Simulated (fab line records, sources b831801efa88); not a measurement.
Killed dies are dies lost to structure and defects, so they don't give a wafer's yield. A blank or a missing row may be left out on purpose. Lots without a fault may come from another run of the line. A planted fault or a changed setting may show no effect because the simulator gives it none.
Which tool did it? | flow gf180mcu | 12 lots, 36 wafers sampled, at 5 steps of a route of 602

WHAT THE GAUGES READ, wafer by wafer
GF_TOP_METAL_RS_MEAS_05: measures by four-point-probe.
lot  | measured     | on            | TOP_METAL_ALCU_RS (ohm/sq)
L929 | day 27 17:27 | film_metro-04 | 0.0338 0.0331 0.0326
L930 | day 27 21:23 | film_metro-04 | 0.0338 0.0335 0.0339
L932 | day 28 13:49 | film_metro-04 | 0.0325 0.0330 0.0327
L933 | day 28 16:49 | film_metro-04 | 0.0333 0.0327 0.0337
L934 | day 29 02:50 | film_metro-04 | 0.0333 0.0323 0.0328
L936 | day 29 16:11 | film_metro-04 | 0.0331 0.0328 0.0333
L942 | day 31 11:47 | film_metro-03 | 0.0323 0.0319 0.0324
L945 | day 32 19:20 | film_metro-04 | 0.0330 0.0328 0.0329
L946 | day 32 20:09 | film_metro-04 | 0.0325 0.0327 0.0325
L947 | day 33 02:20 | film_metro-04 | 0.0327 0.0324 0.0328
L951 | day 33 15:49 | film_metro-02 | 0.0323 0.0327 0.0320
L950 | day 33 18:04 | film_metro-04 | 0.0322 0.0327 0.0322

GF_TOP_METAL_THK_MEAS_06: measures by xrf.
lot  | measured     | on            | TOP_METAL_ALCU_THK (nm)
L929 | day 27 17:34 | film_metro-04 | 868 886 894
L930 | day 27 21:29 | film_metro-04 | 865 873 861
L932 | day 28 13:56 | film_metro-04 | 905 893 898
L933 | day 28 16:56 | film_metro-04 | 884 895 872
L934 | day 29 02:57 | film_metro-04 | 881 904 892
L936 | day 29 16:18 | film_metro-04 | 886 895 878
L942 | day 31 11:54 | film_metro-03 | 910 925 907
L945 | day 32 19:27 | film_metro-04 | 904 900 901
L946 | day 32 20:16 | film_metro-04 | 909 909 912
L947 | day 33 02:26 | film_metro-04 | 903 908 905
L951 | day 33 15:56 | film_metro-02 | 921 915 927
L950 | day 33 18:10 | film_metro-04 | 915 907 917

GF_PASSIVATION_THK_MEAS_01.
lot  | measured     | on            | PASSIVATION_CVD_00_THK (nm)
L929 | day 28 13:54 | film_metro-01 | 1009 998 1011
L930 | day 28 17:43 | film_metro-03 | 988 1003 1006
L932 | day 29 09:12 | film_metro-02 | 984 987 987
L933 | day 29 12:05 | film_metro-02 | 986 980 1017
L934 | day 29 22:37 | film_metro-01 | 1540 1006 984
L936 | day 30 11:50 | film_metro-02 | 1524 995 1545
L942 | day 32 05:46 | film_metro-03 | 992 990 1001
L945 | day 33 11:04 | film_metro-03 | 982 993 1004
L946 | day 33 11:44 | film_metro-03 | 985 994 1006
L947 | day 33 18:52 | film_metro-03 | 1018 980 1013
L951 | day 34 08:03 | film_metro-01 | 999 993 1001
L950 | day 34 10:24 | film_metro-02 | 991 998 1011

WHICH TOOL RAN EACH LOT (tool, then ch and the chambers of the sampled wafers, then the start)
lot  | GF_TOP_METAL_METAL_ETCH_16        | GF_PASSIVATION_CVD_00
L929 | rie_metal-01 ch 0,1, day 28 13:05 | pecvd-01 ch 1,2, day 28 13:49
L930 | rie_metal-03 ch 0,1, day 28 16:57 | pecvd-03 ch 0,1, day 28 17:37
L932 | rie_metal-02 ch 1, day 29 08:12   | pecvd-02 ch 0,2, day 29 09:07
L933 | rie_metal-01 ch 0, day 29 11:09   | pecvd-03 ch 0,2, day 29 12:00
L934 | rie_metal-03 ch 0,1, day 29 21:48 | pecvd-03 ch 0,1,2, day 29 22:32
L936 | rie_metal-01 ch 0,1, day 30 10:57 | pecvd-03 ch 1,2, day 30 11:46
L942 | rie_metal-02 ch 0,1, day 32 04:57 | pecvd-01 ch 0,2, day 32 05:41
L945 | rie_metal-03 ch 0,1, day 33 10:16 | pecvd-03 ch 0,1,2, day 33 10:59
L946 | rie_metal-01 ch 0,1, day 33 10:56 | pecvd-03 ch 0,1,2, day 33 11:40
L947 | rie_metal-01 ch 0,1, day 33 17:57 | pecvd-02 ch 0,2, day 33 18:47
L951 | rie_metal-02 ch 0,1, day 34 07:14 | pecvd-03 ch 0,1,2, day 34 07:58
L950 | rie_metal-03 ch 0, day 34 09:25   | pecvd-03 ch 0,1,2, day 34 10:19
- GF_TOP_METAL_METAL_ETCH_16: etches the open film in Cl2/BCl3, stops on SiO2, target depth 1197 nm, time 199.5 s.
- GF_PASSIVATION_CVD_00: deposits SiO2 from TEOS, target thk 1000 nm, time 111.95 s.

WHAT THE TOOLS THEMSELVES READ (means of the sampled wafers that have a number; where no wafer has one, the mark that the record gives instead)
GF_TOP_METAL_METAL_ETCH_16.
lot  | tool         | drypump_motor_current_A (A) | oes_product_au (a.u.) | throttle_valve_pct (%)
L929 | rie_metal-01 | 6.4                         | 0.987                 | 28.230
L930 | rie_metal-03 | 5.3                         | 0.994                 | 28.220
L932 | rie_metal-02 | 6.1                         | 0.967                 | 28.249
L933 | rie_metal-01 | 6.4                         | 0.990                 | 28.239
L934 | rie_metal-03 | 5.2                         | 0.989                 | 28.226
L936 | rie_metal-01 | 6.4                         | 0.981                 | 28.234
L942 | rie_metal-02 | 6.1                         | 0.982                 | 28.233
L945 | rie_metal-03 | 5.2                         | 0.991                 | 28.231
L946 | rie_metal-01 | 6.4                         | 0.989                 | 28.231
L947 | rie_metal-01 | 6.4                         | 0.989                 | 28.234
L951 | rie_metal-02 | 6.2                         | 0.986                 | 28.238
L950 | rie_metal-03 | 5.1                         | 0.990                 | 28.218

GF_PASSIVATION_CVD_00.
lot  | tool     | heater_power_outer_w (W) | heater_power_w (W)
L929 | pecvd-01 | 368                      | 712
L930 | pecvd-03 | 360                      | 599
L932 | pecvd-02 | 371                      | 646
L933 | pecvd-03 | 398                      | 698
L934 | pecvd-03 | 353                      | 621
L936 | pecvd-03 | 359                      | 639
L942 | pecvd-01 | 363                      | 646
L945 | pecvd-03 | 370                      | 649
L946 | pecvd-03 | 380                      | 656
L947 | pecvd-02 | 384                      | 668
L951 | pecvd-03 | 394                      | 665
L950 | pecvd-03 | 401                      | 681

THE ANSWER, worked out from the rows above alone
Rule: what is usual is taken from the lots themselves. Put in order of their means at a reading, lots are off if they are a third of the lots or fewer, leave a main group of 4 or more, and stand apart from it by a gap of 3 or more times the standard deviation of the main group's means; of several such gaps the widest counts. A main group whose means are all the same, to the digits that the tables above print for the reading, isn't used. A lot without any number at a reading at which 4 lots or more have one is off too. The other lots that the step has rows for count as sound. The gauges are gone through in route order, then the tools' own readings, and for those a lot's mean is taken as printed above. The first step at which some lot is off is used, and at that step the reading that is off furthest; a lot without a number counts as furthest.
Off: L934, L936, at GF_PASSIVATION_THK_MEAS_01 (PASSIVATION_CVD_00_THK). The main group: mean 997 nm, standard deviation 5.4.
A tool fits if, at a process step before that reading, it ran every lot that is off, and no sound lot after the first of them. The gauges at GF_PASSIVATION_THK_MEAS_01 are tried like those tools. None of those tried fits.

WHAT THE SIMULATOR HAD PUT IN
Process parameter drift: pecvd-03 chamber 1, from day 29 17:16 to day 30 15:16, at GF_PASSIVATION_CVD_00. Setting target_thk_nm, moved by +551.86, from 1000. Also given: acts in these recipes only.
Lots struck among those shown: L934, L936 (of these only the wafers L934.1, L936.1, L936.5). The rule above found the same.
